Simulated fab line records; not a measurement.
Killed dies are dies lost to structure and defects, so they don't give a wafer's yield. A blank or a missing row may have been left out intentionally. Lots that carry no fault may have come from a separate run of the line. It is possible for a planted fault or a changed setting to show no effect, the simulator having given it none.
Matching of chambers | flow gf180mcu | 3 sister chambers for GF_V5_CVD_02 on pecvd-02
The step deposits SiO2 from TEOS, target thk 1450 nm, time 163.28 s. 27 wafers are shown with their chamber, then 12 later ones without.

== WAFERS WITH THEIR CHAMBER ==
wafer  | chamber | heater-power-w (W)
L074.1 | 0       | 640
L074.2 | 2       | 522
L074.4 | 2       | 576
L077.1 | 0       | 513
L077.3 | 1       | 682
L077.4 | 0       | 607
L079.4 | 0       | 514
L079.5 | 1       | 688
L079.6 | 2       | 589
L080.1 | 1       | 630
L080.2 | 0       | 625
L080.6 | 0       | 505
L081.2 | 0       | 614
L081.5 | 2       | 470
L081.6 | 0       | 495
L083.1 | 1       | 597
L083.3 | 0       | 642
L083.4 | 1       | 691
L085.1 | 2       | 546
L085.3 | 0       | 559
L085.5 | 0       | 619
L087.1 | 0       | 614
L087.3 | 2       | 518
L087.6 | 2       | 576
L089.3 | 2       | 558
L089.4 | 1       | 570
L089.6 | 2       | 471

SIGNATURES (means of the wafers above)
reading        | chamber 0 | chamber 1 | chamber 2 | scatter within a chamber
heater-power-w | 578.92    | 643.00    | 536.22    | 52.2
Rule: for a wafer and a chamber, the distance is found by dividing, reading by reading, the gap between the wafer's reading and the chamber's mean by the reading's scatter, squaring, summing and taking the root. The wafer belongs to the nearest chamber; if the next one is less than 2 further off, it can't be placed. How the scatter is found: for the shown wafers, subtract from each reading the mean of its chamber, square and add these, divide the total by (wafers less chambers), then take the root.

== WAFERS WHOSE CHAMBER IS MISSING ==
wafer  | heater-power-w (W)
L090.1 | 603
L090.2 | 463
L090.3 | 632
L092.1 | 532
L092.5 | 692
L092.6 | 582
L093.1 | 698
L093.3 | 576
L093.5 | 464
L096.2 | 737
L096.4 | 590
L096.5 | 584

== THE CHAMBER EACH PASSED THROUGH ==
wafer  | from the rows above          | in truth
L090.1 | can't be placed: 0 or 1 or 2 | 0
L090.2 | can't be placed: 2 or 0      | 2
L090.3 | can't be placed: 1 or 0 or 2 | 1
L092.1 | can't be placed: 2 or 0      | 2
L092.5 | can't be placed: 1 or 0      | 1
L092.6 | can't be placed: 0 or 2 or 1 | 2
L093.1 | can't be placed: 1 or 0      | 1
L093.3 | can't be placed: 0 or 2 or 1 | 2
L093.5 | can't be placed: 2 or 0      | 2
L096.2 | can't be placed: 1 or 0      | 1
L096.4 | can't be placed: 0 or 1 or 2 | 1
L096.5 | can't be placed: 0 or 2 or 1 | 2
Correctly placed: 0 of 12. Can't be placed from these rows: 12 (the true chamber is among the candidates in 12). 0 placed wrongly.
